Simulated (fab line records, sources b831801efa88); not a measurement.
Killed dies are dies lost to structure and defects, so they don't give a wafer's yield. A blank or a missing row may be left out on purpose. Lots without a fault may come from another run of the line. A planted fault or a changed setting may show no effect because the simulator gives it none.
A struck lot beside a sound one | flow sky130 | 40 steps out of a route of 708
Sound: wafers L362.3, L362.4, L362.5. Struck: wafers L367.1, L367.2, L367.5. The cause comes at the end.
At each step with rows: each side's tool, then ch and its chambers, then its first start. Under that, the readings that differ: sound wafers | struck wafers | difference of the means | sigmas: that difference in standard deviations of wafers without a fault.
alike: readings whose means differ by less than 2 such deviations, and words and numbers that are the same on both sides. not compared: withheld readings, readings that some wafer has no value for, bounds like >300 that may hide the same value, and numbers for which the record gives no deviation and whose values overlap.
The two part at a step that has a row with sigmas, a row that says differs or no value, or rows on one side only. Numbers that don't overlap but have no deviation are shown without sigmas and don't part them. A reading that every wafer of one side lacks parts them only if that side has two wafers or more.

first, 9 steps without rows for these wafers: SKY_VT_ADJUST_HVTP_COAT_02 (resist thk 1140 nm); SKY_VT_ADJUST_HVTP_SOFTBAKE_03 (time 60 s); SKY_VT_ADJUST_HVTP_EXPOSE_04 (exposes mask HVTPM, target cd 380 nm); SKY_VT_ADJUST_HVTP_PEB_05; SKY_VT_ADJUST_HVTP_DEVELOP_06 (develop time 60 s); SKY_VT_ADJUST_HVTP_IMPLANT_09; SKY_VT_ADJUST_HVTP_STRIP_10 (strips in O2/N2); SKY_VT_ADJUST_LVTN_DEHYDRATE_00 (time 60 s); SKY_VT_ADJUST_LVTN_HMDS_01 (prime time 60 s).
SKY_VT_ADJUST_LVTN_COAT_02: resist thk 3000 nm.
  sound on litho_track-03 ch 0, day 9 14:46; struck on litho_track-03, day 10 12:37
  no value came back on the struck wafers for chill_plate_temp_C (C), dispense_pressure_kPa (kPa); on the sound wafers chill_plate_temp_C (C) reads 22.89 22.92 22.91
then, 4 steps without rows for these wafers: SKY_VT_ADJUST_LVTN_SOFTBAKE_03; SKY_VT_ADJUST_LVTN_EXPOSE_04 (exposes mask NWM COMPLEMENT LESS NATIVE, target cd 840 nm); SKY_VT_ADJUST_LVTN_PEB_05; SKY_VT_ADJUST_LVTN_DEVELOP_06 (develop time 60 s).
SKY_VT_ADJUST_LVTN_OVL_MEAS_07:
  sound on overlay-02, day 10 01:40; struck on overlay-02, day 10 23:58
  reading                 | sound          | struck | difference                    | sigmas
  VT_ADJUST_LVTN_OVL (nm) | -1.7 -1.0 -2.0 | - - -  | no value on the struck wafers |
then, 11 steps without rows for these wafers: SKY_VT_ADJUST_LVTN_IMPLANT_08; SKY_VT_ADJUST_LVTN_STRIP_09 (strips in O2/N2); SKY_VT_ADJUST_LVTN_DEHYDRATE_11 (time 60 s); SKY_VT_ADJUST_LVTN_HMDS_12 (prime time 60 s); SKY_VT_ADJUST_LVTN_COAT_13 (resist thk 1140 nm); SKY_VT_ADJUST_LVTN_SOFTBAKE_14 (time 60 s); SKY_VT_ADJUST_LVTN_EXPOSE_15 (exposes mask HVN STD DERIVED, target cd 600 nm); SKY_VT_ADJUST_LVTN_PEB_16; SKY_VT_ADJUST_LVTN_DEVELOP_17 (develop time 60 s); SKY_VT_ADJUST_LVTN_IMPLANT_19; SKY_VT_ADJUST_LVTN_STRIP_20 (strips in O2/N2).
SKY_VT_ADJUST_LVTN_TW_MEAS_21:
  sound on film_metro-01, day 11 01:43; struck on film_metro-01, day 12 00:12
  reading             | sound             | struck            | difference | sigmas
  VT_ADJUST_LVTN_2_TW | 185.6 186.0 185.7 | 263.1 264.3 263.7 | +77.9      | +41
then, 8 steps without rows for these wafers: SKY_VT_ADJUST_NCORE_DEHYDRATE_00 (time 60 s); SKY_VT_ADJUST_NCORE_HMDS_01 (prime time 60 s); SKY_VT_ADJUST_NCORE_COAT_02 (resist thk 1140 nm); SKY_VT_ADJUST_NCORE_SOFTBAKE_03 (time 60 s); SKY_VT_ADJUST_NCORE_EXPOSE_04 (exposes mask LVTN COMPLEMENT THIN, target cd 380 nm); SKY_VT_ADJUST_NCORE_PEB_05; SKY_VT_ADJUST_NCORE_DEVELOP_06 (develop time 60 s); SKY_VT_ADJUST_NCORE_IMPLANT_09.
SKY_VT_ADJUST_NCORE_TW_MEAS_11:
  sound on film_metro-04, day 12 01:56; struck on film_metro-03, day 13 00:40
  reading            | sound             | struck            | difference | sigmas
  VT_ADJUST_NCORE_TW | 222.2 222.4 221.5 | 280.4 280.1 280.4 | +58.3      | +31
SKY_VT_ADJUST_HVTR_TW_MEAS_11:
  sound on film_metro-01, day 13 03:30; struck on film_metro-01, day 14 03:04
  reading           | sound             | struck            | difference | sigmas
  VT_ADJUST_HVTR_TW | 209.6 209.0 208.8 | 272.3 272.3 274.0 | +63.7      | +25
SKY_VT_ADJUST_PCH_TW_MEAS_10:
  sound on film_metro-01, day 14 05:22; struck on film_metro-03, day 15 05:15
  reading          | sound             | struck            | difference | sigmas
  VT_ADJUST_PCH_TW | 139.0 139.3 140.1 | 251.5 252.6 253.5 | +113.1     | +81
SKY_SONOS_TUNNEL_TW_MEAS_12:
  sound on film_metro-03, day 15 08:06; struck on film_metro-03, day 16 09:07
  reading         | sound             | struck            | difference | sigmas
  SONOS_TUNNEL_TW | 196.2 197.8 197.5 | 269.6 271.2 270.8 | +73.4      | +52
-- the record jumps here: 33 days lie between the struck wafers' starts before and after (it left off in module SONOS_TUNNEL and takes up again in module PAD_OPEN, whose first step shown is number 708 of the route) --
SKY_PAD_OPEN_PROBE_99:
  the record has rows for the struck wafers here (prober-01, day 49 11:23) and none for the sound ones

WHERE THEY PART
First at SKY_VT_ADJUST_LVTN_COAT_02; last, within this record, at SKY_PAD_OPEN_PROBE_99.

WHY: what the simulator had put in
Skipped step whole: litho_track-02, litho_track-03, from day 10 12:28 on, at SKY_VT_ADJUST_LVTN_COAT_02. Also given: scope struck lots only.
